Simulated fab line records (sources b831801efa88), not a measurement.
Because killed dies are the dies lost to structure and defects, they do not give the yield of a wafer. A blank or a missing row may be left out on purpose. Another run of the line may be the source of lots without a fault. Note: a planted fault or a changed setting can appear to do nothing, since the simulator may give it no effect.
Matching of chambers :: flow gf180mcu :: pecvd-04 running GF_V3_CVD_02: 3 sister chambers
The step deposits SiO2 from TEOS, target thk 850 nm, time 94.851 s. 6 wafers are shown with their chamber, then 7 later ones without.

WAFERS, EACH WITH ITS CHAMBER
wafer: L078.5
chamber: 0
heater-power-w (W): 713
rf-fwd-power-W (W): 597.6

wafer: L083.1
chamber: 2
heater-power-w (W): 674
rf-fwd-power-W (W): 598.8

wafer: L083.2
chamber: 1
heater-power-w (W): 651
rf-fwd-power-W (W): 597.0

wafer: L083.4
chamber: 0
heater-power-w (W): 703
rf-fwd-power-W (W): 598.2

wafer: L087.1
chamber: 2
heater-power-w (W): 634
rf-fwd-power-W (W): 594.5

wafer: L087.2
chamber: 1
heater-power-w (W): 636
rf-fwd-power-W (W): 599.6

WAFERS WITHOUT THEIR CHAMBER
wafer: L087.3
heater-power-w (W): 626
rf-fwd-power-W (W): 594.8

wafer: L088.2
heater-power-w (W): 531
rf-fwd-power-W (W): 595.4

wafer: L088.4
heater-power-w (W): 663
rf-fwd-power-W (W): 595.7

wafer: L088.5
heater-power-w (W): 682
rf-fwd-power-W (W): 596.8

wafer: L089.4
heater-power-w (W): 589
rf-fwd-power-W (W): 595.9

wafer: L089.5
heater-power-w (W): 610
rf-fwd-power-W (W): 595.6

wafer: L089.6
heater-power-w (W): 627
rf-fwd-power-W (W): 595.7

THE CHAMBER EACH PASSED THROUGH
wafer: L087.3
from the rows above: can't be placed: 2 or 1
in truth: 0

wafer: L088.2
from the rows above: can't be placed: 1 or 2
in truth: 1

wafer: L088.4
from the rows above: can't be placed: 2 or 1
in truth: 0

wafer: L088.5
from the rows above: can't be placed: 0 or 2 or 1
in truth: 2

wafer: L089.4
from the rows above: can't be placed: 1 or 2
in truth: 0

wafer: L089.5
from the rows above: can't be placed: 1 or 2
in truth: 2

wafer: L089.6
from the rows above: can't be placed: 1 or 2
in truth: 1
Correct placement for 0 of the 7. Unplaceable from these rows: 7, with the true chamber sitting among the candidates in 4. Number placed wrongly: 0.
How it was worked out, from the rows above alone: a wafer's distance from a chamber is the root of the sum, over the readings, of the square of ((its reading less the chamber's mean) divided by the reading's scatter). The wafer belongs to the nearest chamber; if the next one is less than 2 further off, it can't be placed. Each chamber's mean is taken over the wafers shown for it. The scatter: take each reading less its chamber's mean, square it, sum over the shown wafers, divide by the number of wafers less the number of chambers, and take the root.
